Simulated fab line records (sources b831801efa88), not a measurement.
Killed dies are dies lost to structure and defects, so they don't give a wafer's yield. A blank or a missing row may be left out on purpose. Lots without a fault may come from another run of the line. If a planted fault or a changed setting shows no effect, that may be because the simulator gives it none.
fab line records	flow sky130
[record] lots = 6	wafers = 18	lastDay = 49
route steps=708 shown POLY_GATE@233 LDD_N@237 LDD_P@255 PAD_OPEN@708
lots that met no fault: taken from a fault-free run of the same line
startH: the number of hours between the record's first day and the start of the first shown wafer of the lot	waitH: hours elapsed since this lot's preceding step	" as in the row above	L1.1+2: a single row standing in for several wafers	- no value, or no start was given	* or withheld: withheld	< > ~ a bound
route shown NAME@n: NAME is a module with steps in the file, n the number in the route of the first one	usual: mean/standard deviation taken from wafers without a fault	same: alike in all rows	chamber/n: place in a boat	sites: the reading at each site	_std_site: the values' standard deviation	_edge_site: inner sites' mean taken away from outer sites' mean	radiusMm: how far each site lies from the wafer's centre	mask NAME#n: copy n	behind: the most recent tool/chamber to have shaped the wafer	hold: why the lot went on hold/how many hours it stayed there/how the hold came to an end	device: the transistor (n, p or np) that didn't switch	end of line: the tests these same wafers got at the end of their route	step lacking rows: just its recipe	killed: dies lost to structure and defects at the first sort, not the wafer's yield	map: a wafer's dies, marking killed ones x, the rest . and places with no die _
set.NAME: the run value of the setting; set.NAME@STEP: its run value at that earlier step	model.NAME: the simulator's own value behind a step, which no gauge read
lots at some steps of the route; a table a step, a row a wafer
services: when a tool's chamber went out of use (startH, in hours from the record's first day, below 0 if earlier), for how many hours, and the reason
[[steps]]
[step SKY_POLY_GATE_CLEAN_19]
[recipe] chemistry = SC1/SC2	mix = 1:4:20	tempC = 70	timeS = 150	dry = n2Spin
[step SKY_POLY_GATE_OXIDATION_20]
[recipe] tempC = 850	ambient = O2	stabiliseS = 600	purgeS = 300	targetThkA = 40	oxTimeS = 899
[step SKY_POLY_GATE_THK_MEAS_21]
[recipe] reads = SiO2_of_POLY_GATE_OXIDATION_20
[usual] POLY_GATE_OXIDATION_THK = 4.01/0.1
lot.wafer	tool	chamber	startH	waitH	POLY_GATE_OXIDATION_THK[nm]
L217.2	filmMetro-03	-	414.11	0.0	3.88
L217.4	"	-	"	"	3.82
L217.5	"	-	"	"	3.85
L219.2	filmMetro-02	-	435.13	0.0	3.84
L219.3	"	-	"	"	3.93
L219.4	"	-	"	"	3.91
L223.4	filmMetro-03	-	485.93	0.0	4.01
L223.5	"	-	"	"	3.93
L223.6	"	-	"	"	3.86
L224.2	filmMetro-02	-	491.33	0.0	4.01
L224.5	"	-	"	"	4.06
L224.6	"	-	"	"	3.95
L230.2	filmMetro-01	-	537.85	0.0	4.09
L230.3	"	-	"	"	4.14
L230.6	"	-	"	"	4.07
L231.1	filmMetro-03	-	544.63	0.0	4.08
L231.2	"	-	"	"	4.15
L231.5	"	-	"	"	4.11
[step SKY_POLY_GATE_CD_MEAS_22]
[usual] cdNm = 149.4/2.6
lot.wafer	tool	chamber	startH	waitH	cdNm
L217.2	cdSem-01	-	414.19	0.1	144.3
L217.4	"	-	"	"	149.2
L217.5	"	-	"	"	150.3
L219.2	cdSem-01	-	435.21	0.1	150.3
L219.3	"	-	"	"	147.6
L219.4	"	-	"	"	150.7
L223.4	cdSem-01	-	486.05	0.1	144.6
L223.5	"	-	"	"	148.7
L223.6	"	-	"	"	143.9
L224.2	cdSem-02	-	491.41	0.1	149.9
L224.5	"	-	"	"	150.4
L224.6	"	-	"	"	147.1
L230.2	cdSem-02	-	537.92	0.1	144.9
L230.3	"	-	"	"	147.5
L230.6	"	-	"	"	145.7
L231.1	cdSem-02	-	544.69	0.1	147.0
L231.2	"	-	"	"	148.6
L231.5	"	-	"	"	149.8
[step SKY_LDD_N_DEHYDRATE_00]
[recipe] tempC = 200	timeS = 60
[step SKY_LDD_N_HMDS_01]
[recipe] primeTimeS = 60	primeTempC = 120
[step SKY_LDD_N_COAT_02]
[recipe] resist = NOVOLAK	spinRpm = 3000	resistThkNm = 300
[step SKY_LDD_N_SOFTBAKE_03]
[recipe] tempC = 90	timeS = 60	resist = NOVOLAK
[step SKY_LDD_N_EXPOSE_04]
[recipe] maskId = NTM	targetCdNm = 840	na = 0.6	sourceShape = conventional	sigmaOuter = 0.6	doseMj = 110
[step SKY_LDD_N_PEB_05]
[recipe] tempC = withheld	timeS = *	resist = NOVOLAK
[step SKY_LDD_N_DEVELOP_06]
[recipe] developTimeS = 60	devTempC = 23
[step SKY_LDD_N_OVL_MEAS_07]
[usual] LDD_N_OVL = 0.3/1.3
lot.wafer	tool	chamber	startH	waitH	LDD_N_OVL[nm]
L217.2	overlay-01	-	443.94	0.1	0.2
L217.4	"	-	"	"	0.1
L217.5	"	-	"	"	0.6
L219.2	overlay-02	-	466.09	0.1	-0.4
L219.3	"	-	"	"	-0.1
L219.4	"	-	"	"	0.3
L223.4	overlay-02	-	516.60	0.1	-0.2
L223.5	"	-	"	"	0.5
L223.6	"	-	"	"	-0.9
L224.2	overlay-02	-	521.69	0.1	1.2
L224.5	"	-	"	"	-0.3
L224.6	"	-	"	"	-0.3
L230.2	overlay-01	-	568.19	0.1	-1.2
L230.3	"	-	"	"	0.0
L230.6	"	-	"	"	-0.8
L231.1	overlay-02	-	574.24	0.1	0.2
L231.2	"	-	"	"	2.1
L231.5	"	-	"	"	0.9
[step SKY_LDD_N_IMPLANT_08]
[recipe] species = As	energyKev = 20	doseCm2 = 7.5e+13	tiltDeg = withheld	rotationDeg = 23
[usual] beamEnergyKeV = 19.998/0.0056	beamOnS = 9.98/0.2	doseIonsCm2 = 7.501e+13/6.3e+10	faradayCurrentUA = 424/8.4
[same] implantIonAmu = 75
lot.wafer	tool	chamber	startH	waitH	beamEnergyKeV	beamOnS	doseIonsCm2	faradayCurrentUA
L217.2	implanter-04	0	443.99	0.0	19.985	9.82	7.494e+13	432
L217.4	"	0	"	"	19.990	9.71	7.497e+13	435
L217.5	"	0	"	"	20.002	9.96	7.491e+13	424
L219.2	implanter-01	0	466.14	0.0	20.003	9.85	7.499e+13	428
L219.3	"	0	"	"	19.998	10.07	7.506e+13	420
L219.4	"	0	"	"	20.003	9.83	7.502e+13	431
L223.4	implanter-04	0	516.69	0.1	19.996	90.39	8.334e+14	519
L223.5	"	0	"	"	20.001	89.78	8.3328e+14	522
L223.6	"	0	"	"	19.998	91.65	8.3333e+14	514
L224.2	implanter-04	0	521.74	0.0	19.996	87.45	8.3325e+14	540
L224.5	"	0	"	"	20.001	88.37	8.333e+14	533
L224.6	"	0	"	"	20.002	90.15	8.3332e+14	522
L230.2	implanter-01	0	568.24	0.0	19.999	9.86	7.506e+13	430
L230.3	"	0	"	"	20.005	10.24	7.506e+13	413
L230.6	"	0	"	"	20.001	9.87	7.504e+13	426
L231.1	implanter-01	0	574.28	0.0	20.002	10.15	7.504e+13	417
L231.2	"	0	"	"	19.996	10.06	7.504e+13	419
L231.5	"	0	"	"	19.996	10.07	7.511e+13	421
[step SKY_LDD_N_IMPLANT_09]
[recipe] species = As	energyKev = 20	doseCm2 = 7.5e+13	tiltDeg = withheld	rotationDeg = 113
[step SKY_LDD_N_IMPLANT_10]
[recipe] species = As	energyKev = 20	doseCm2 = 7.5e+13	tiltDeg = withheld	rotationDeg = 203
[step SKY_LDD_N_IMPLANT_11]
[recipe] species = As	energyKev = 20	doseCm2 = 7.5e+13	tiltDeg = withheld	rotationDeg = 293
[step SKY_LDD_N_IMPLANT_12]
[recipe] species = BF2	energyKev = 50	doseCm2 = 5e+12	tiltDeg = 30	rotationDeg = 0
[step SKY_LDD_N_IMPLANT_13]
[recipe] species = BF2	energyKev = 50	doseCm2 = 5e+12	tiltDeg = 30	rotationDeg = 90
[step SKY_LDD_N_IMPLANT_14]
[recipe] species = BF2	energyKev = 50	doseCm2 = 5e+12	tiltDeg = 30	rotationDeg = 180
[step SKY_LDD_N_IMPLANT_15]
[recipe] species = BF2	energyKev = 50	doseCm2 = 5e+12	tiltDeg = 30	rotationDeg = 270
[step SKY_LDD_N_STRIP_16]
[recipe] chemistry = O2/N2	powerW = 1400	pressureMtorr = 1500	platenTempC = withheld	o2FlowSccm = 3000	n2FlowSccm = 300	overashFraction = 0.5
[usual] drypumpMotorCurrentA = 5.7/0.57	oesProductAu = 0.407/0.0048	stripTimeToEndpointS = 4.310/0.018
lot.wafer	tool	chamber	startH	waitH	drypumpMotorCurrentA	oesProductAu	rfHoursCounterH	stripTimeToEndpointS
L217.2	plasmaAsher-04	1	445.17	0.1	5.4	0.413	62	4.344
L217.4	"	0	"	"	4.7	0.407	-	4.348
L217.5	"	0	"	"	4.7	0.397	-	4.340
L219.2	plasmaAsher-02	0	467.32	0.1	6.6	0.409	3	4.317
L219.3	"	1	"	"	6.1	0.415	-	4.321
L219.4	"	0	"	"	6.6	0.415	-	4.298
L223.4	plasmaAsher-04	1	517.85	0.1	5.4	0.403	-	5.865
L223.5	"	0	"	"	4.7	0.405	-	5.860
L223.6	"	1	"	"	5.4	0.401	-	5.855
L224.2	plasmaAsher-01	0	522.92	0.1	5.9	0.408	81	5.861
L224.5	"	0	"	"	5.9	0.405	-	5.862
L224.6	"	1	"	"	5.7	0.408	-	5.849
L230.2	plasmaAsher-02	0	569.42	0.1	6.6	0.404	13	4.302
L230.3	"	1	"	"	6.1	0.407	-	4.327
L230.6	"	0	"	"	6.6	0.406	-	4.306
L231.1	plasmaAsher-01	0	575.48	0.1	5.8	0.399	86	4.335
L231.2	"	1	"	"	5.6	0.410	86	4.329
L231.5	"	0	"	"	5.8	0.400	-	4.320
[step SKY_LDD_N_TW_MEAS_17]
[usual] LDD_N_TW = 2600/20
lot.wafer	tool	chamber	startH	waitH	LDD_N_TW
L217.2	filmMetro-04	-	445.28	0.1	2625
L217.4	"	-	"	"	2601
L217.5	"	-	"	"	2606
L219.2	filmMetro-04	-	467.43	0.1	2639
L219.3	"	-	"	"	2632
L219.4	"	-	"	"	2623
L223.4	filmMetro-01	-	517.95	0.1	3036
L223.5	"	-	"	"	3027
L223.6	"	-	"	"	3028
L224.2	filmMetro-04	-	523.03	0.1	3058
L224.5	"	-	"	"	3070
L224.6	"	-	"	"	3078
L230.2	filmMetro-01	-	569.53	0.1	2554
L230.3	"	-	"	"	2573
L230.6	"	-	"	"	2575
L231.1	filmMetro-04	-	575.58	0.1	2630
L231.2	"	-	"	"	2622
L231.5	"	-	"	"	2622
[step SKY_LDD_P_DEHYDRATE_00]
[recipe] tempC = 200	timeS = 60
[step SKY_PAD_OPEN_PROBE_99]
[usual] killed_at_M0_to_M3 = 42/7.6	killed_at_M4_up = 2.9/1.7	killedAtContacts = 24/5.1	killedAtFrontEnd = 15/4	killedAtOther = 0.2/0.38	killedDies = 84/9.9	killedOpen = 46/7.2	killedShort = 38/6.6
[same] grossDies = 492	killedAtBackSide = 0
lot.wafer	tool	chamber	startH	waitH	killed_at_M0_to_M3	killed_at_M4_up	killedAtContacts	killedAtFrontEnd	killedAtOther	killedDies	killedOpen	killedShort	model.etest.tipN.rsOhmSq	model.etest.nfet_01v8.rOnOhmUm	model.etest.nfet_01v8_lvt.driveUaUm	model.etest.nfet_01v8_turned.driveUaUm	model.etest.nfet_01v8.driveUaUm	model.etest.sramNfetPass.driveUaUm	model.etest.nfet_01v8_swapped.driveUaUm	model.etest.liconNdiff.rcOhm
L217.2	prober-01	-	1106.84	0.1	40	3	20	17	0	80	34	46	442.6	825.6	575.8	504.3	501.4	508.4	502.9	186.4
L217.4	prober-01	-	1106.94	0.2	40	3	27	17	0	87	57	30	437.7	844.6	570.9	502	501.1	492.9	499.1	182.9
L217.5	prober-01	-	1106.99	0.2	62	4	18	10	0	94	46	48	437	838.9	568	506.9	504.3	491.8	501.1	189.6
L219.2	prober-01	-	1120.35	0.1	39	5	18	8	1	71	36	35	442.1	808.9	591.1	519.2	520	505.8	517.7	173.2
L219.3	prober-01	-	1120.40	0.2	31	1	19	13	0	64	31	33	445	817.1	580.6	508.5	516.1	493.4	514.4	172.6
L219.4	prober-01	-	1120.45	0.2	46	4	20	13	0	83	43	40	438.2	838	568.7	502	504.7	506.6	506.2	173.8
L223.4	prober-01	-	1153.41	0.2	52	4	28	10	0	94	45	49	240.7	721.7	679.4	602.6	601	565.4	587.8	169.3
L223.5	prober-01	-	1153.46	0.2	48	2	27	13	0	90	46	44	239.2	742.2	655.6	584.8	586.4	558.9	566.1	178.2
L223.6	prober-01	-	1153.51	0.2	43	3	23	12	0	81	49	32	240.4	723.5	678.4	610.5	605.3	580.5	581.8	181.5
L224.2	prober-02	-	1156.00	0.1	38	4	33	11	1	87	49	38	240.5	753.1	643.4	573.3	570.9	531.4	553.2	174.3
L224.5	prober-02	-	1156.15	0.2	45	3	25	14	0	87	56	31	240.3	746.1	649.4	575.1	572.4	554	554.7	169.6
L224.6	prober-02	-	1156.20	0.2	46	2	22	12	0	82	56	26	240.8	729.8	664.6	594.3	587.1	571	571.9	171
L230.2	prober-02	-	1182.35	0.1	43	6	24	13	0	86	45	40	452.9	827	574	508.4	501.9	479.4	503.5	183.3
L230.3	prober-02	-	1182.40	0.2	34	3	21	14	1	73	34	39	452.3	831.2	572.9	507.7	501.8	492.1	503.3	185.6
L230.6	prober-02	-	1182.55	0.2	38	6	22	14	0	80	41	39	450.8	828.7	577.5	509.2	504.6	485.1	502.2	187.1
L231.1	prober-01	-	1182.80	0.1	53	2	23	13	0	91	51	40	440.8	825.2	581.5	512.8	512.9	484.8	513.6	187.5
L231.2	prober-01	-	1182.85	0.1	43	5	16	20	0	84	45	39	444.3	852.7	558.2	490.1	487.8	484.3	488.8	182.3
L231.5	prober-01	-	1183.00	0.2	36	5	29	17	1	88	48	40	445.3	834.1	570.2	501.5	500.5	477.1	494.9	179.5
// killed by level:class
L217.2 LI_CONTACT:geometricParticle:open=6 CONTACT:geometricParticle:open=6 METAL1:geometricParticle:short=6 VIA2:geometricParticle:short=6 VIA3:geometricParticle:open=6 METAL2:geometricParticle:short=5 VIA2:geometricParticle:open=5 POLY_GATE:geometricParticle:short=4
L217.4 CONTACT:geometricParticle:open=14 LI_CONTACT:geometricParticle:open=10 VIA1:geometricParticle:open=10 VIA2:geometricParticle:open=7 METAL2:geometricParticle:short=5 VIA3:geometricParticle:short=5 VIA3:geometricParticle:open=4 METAL1:geometricParticle:short=4
L217.5 VIA3:geometricParticle:open=11 VIA1:geometricParticle:open=10 METAL1:geometricParticle:short=7 VIA1:geometricParticle:short=7 CONTACT:geometricParticle:open=6 VIA2:geometricParticle:short=6 VIA3:geometricParticle:short=5 LI_CONTACT:geometricParticle:open=4
L219.2 VIA1:geometricParticle:open=11 METAL1:geometricParticle:short=7 LI_CONTACT:geometricParticle:open=5 LOCAL_INTERCONNECT:geometricParticle:short=4 CONTACT:geometricParticle:open=4 METAL3:geometricParticle:short=4 FIELD_ISO:geometricParticle:short=3 LOCAL_INTERCONNECT:geometricParticle:open=3
L219.3 LI_CONTACT:geometricParticle:open=7 CONTACT:geometricParticle:short=6 CONTACT:geometricParticle:open=5 VIA2:geometricParticle:short=5 METAL1:geometricParticle:short=4 VIA2:geometricParticle:open=4 VIA3:geometricParticle:open=4 FIELD_ISO:geometricParticle:short=3
L219.4 VIA1:geometricParticle:open=11 METAL1:geometricParticle:short=8 CONTACT:geometricParticle:open=6 VIA1:geometricParticle:short=6 LI_CONTACT:geometricParticle:open=5 METAL2:geometricParticle:short=5 FIELD_ISO:geometricParticle:open=4 CONTACT:geometricParticle:short=4
L223.4 VIA1:geometricParticle:open=10 VIA2:geometricParticle:open=9 CONTACT:geometricParticle:short=7 METAL1:geometricParticle:short=7 METAL2:geometricParticle:short=7 LI_CONTACT:geometricParticle:open=6 CONTACT:geometricParticle:open=6 LI_CONTACT:geometricParticle:short=5
L223.5 CONTACT:geometricParticle:open=9 VIA1:geometricParticle:open=9 METAL2:geometricParticle:short=8 LI_CONTACT:geometricParticle:open=6 METAL1:geometricParticle:short=6 VIA1:geometricParticle:short=6 LOCAL_INTERCONNECT:geometricParticle:short=5 VIA3:geometricParticle:open=5
L223.6 VIA1:geometricParticle:open=10 LI_CONTACT:geometricParticle:open=8 CONTACT:geometricParticle:open=7 VIA2:geometricParticle:open=7 VIA3:geometricParticle:open=6 METAL2:geometricParticle:short=5 FIELD_ISO:geometricParticle:short=4 CONTACT:geometricParticle:short=4
L224.2 LI_CONTACT:geometricParticle:open=11 CONTACT:geometricParticle:open=10 CONTACT:geometricParticle:short=8 VIA1:geometricParticle:short=7 VIA1:geometricParticle:open=7 VIA3:geometricParticle:open=6 VIA3:geometricParticle:short=5 POLY_GATE:geometricParticle:short=4
L224.5 VIA1:geometricParticle:open=13 LI_CONTACT:geometricParticle:open=8 CONTACT:geometricParticle:open=7 VIA1:geometricParticle:short=7 VIA2:geometricParticle:open=7 VIA3:geometricParticle:open=5 POLY_GATE:geometricParticle:short=4 CONTACT:geometricParticle:short=4
L224.6 VIA3:geometricParticle:open=12 VIA1:geometricParticle:open=12 CONTACT:geometricParticle:open=10 POLY_GATE:geometricParticle:open=7 METAL1:geometricParticle:short=5 METAL2:geometricParticle:short=4 VIA2:geometricParticle:open=4 LI_CONTACT:geometricParticle:open=3
L230.2 METAL1:geometricParticle:short=12 CONTACT:geometricParticle:open=11 VIA1:geometricParticle:open=8 VIA2:geometricParticle:open=8 FIELD_ISO:geometricParticle:open=4 LI_CONTACT:geometricParticle:open=4 POLY_CUT:geometricParticle:short=3 CONTACT:geometricParticle:short=3
L230.3 CONTACT:geometricParticle:open=9 VIA1:geometricParticle:open=6 METAL2:geometricParticle:short=6 POLY_GATE:geometricParticle:short=5 LI_CONTACT:geometricParticle:open=5 CONTACT:geometricParticle:short=4 METAL1:geometricParticle:short=4 FIELD_ISO:geometricParticle:short=3
L230.6 VIA1:geometricParticle:open=8 VIA2:geometricParticle:open=8 LI_CONTACT:geometricParticle:open=6 LOCAL_INTERCONNECT:geometricParticle:short=6 CONTACT:geometricParticle:open=5 METAL1:geometricParticle:short=5 METAL2:geometricParticle:short=5 METAL4:geometricParticle:short=5
L231.1 VIA1:geometricParticle:open=12 VIA1:geometricParticle:short=10 CONTACT:geometricParticle:open=8 VIA2:geometricParticle:open=7 FIELD_ISO:geometricParticle:open=6 LI_CONTACT:geometricParticle:open=6 CONTACT:geometricParticle:short=5 METAL3:geometricParticle:short=5
L231.2 VIA1:geometricParticle:open=13 VIA3:geometricParticle:open=7 POLY_GATE:geometricParticle:short=6 LI_CONTACT:geometricParticle:open=6 VIA2:geometricParticle:open=6 VIA1:geometricParticle:short=5 FIELD_ISO:geometricParticle:open=4 FIELD_ISO:geometricParticle:short=4
L231.5 CONTACT:geometricParticle:open=10 FIELD_ISO:geometricParticle:open=6 CONTACT:geometricParticle:short=6 VIA1:geometricParticle:open=6 LI_CONTACT:geometricParticle:open=5 METAL1:geometricParticle:short=5 VIA2:geometricParticle:open=5 VIA3:geometricParticle:open=5
[[services]]
tool	chamber	startH	hours	kind
plasmaAsher-02	-	421.25	9.0	pm
plasmaAsher-02	0	421.25	9.0	ventCycle
plasmaAsher-02	1	421.25	9.0	ventCycle
plasmaAsher-02	0	430.25	-	clean
plasmaAsher-02	1	430.25	-	clean
plasmaAsher-02	-	450.82	4.3	repair
plasmaAsher-01	-	484.61	20.1	repair
implanter-04	-	490.18	1.0	repair
implanter-04	-	497.75	3.1	repair
plasmaAsher-01	-	501.51	0.4	repair
plasmaAsher-02	-	514.31	11.1	repair
plasmaAsher-01	-	517.17	1.8	repair
[[key]]
[firstSign] step = SKY_LDD_N_IMPLANT_08	reading = doseIonsCm2	direction = up	sigmas = 99+	usual = *	struck = *
[effect] step = SKY_LDD_N_IMPLANT_08	reading = beamOnS	direction = up	sigmas = 99+	usual = 9.98	struck = 89.63
[effect] step = SKY_LDD_N_STRIP_16	reading = stripTimeToEndpointS	direction = up	sigmas = 88	usual = *	struck = *
[effect] step = SKY_LDD_N_TW_MEAS_17	reading = LDD_N_TW	direction = up	sigmas = 22	usual = 2600	struck = 3050
[modelEffect] step = SKY_PAD_OPEN_PROBE_99	value = etest.tipN.rsOhmSq	without = 441.4	struck = 240.3
metAt SKY_LDD_N_IMPLANT_08
struckWafers L223.4,L223.5,L223.6,L224.2,L224.5,L224.6
testerLeftOut L223,L224
onsetBetween 443.99 516.69
[fault] kind = processParameterDrift	tool = implanter-04	chamber = -	onsetH = 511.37	steps = SKY_LDD_N_IMPLANT_08	channel = doseCm2	offset = *	shape = step	endH = 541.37	actsIn = *	stated = *
// testerLeftOut: of these lots the tester's yield and bins aren't shown, on N5 and GAA mostly nor the transistor test; their killed dies are dies lost to structure and defects alone, not to doping, threshold or leakage, so they don't give the yield
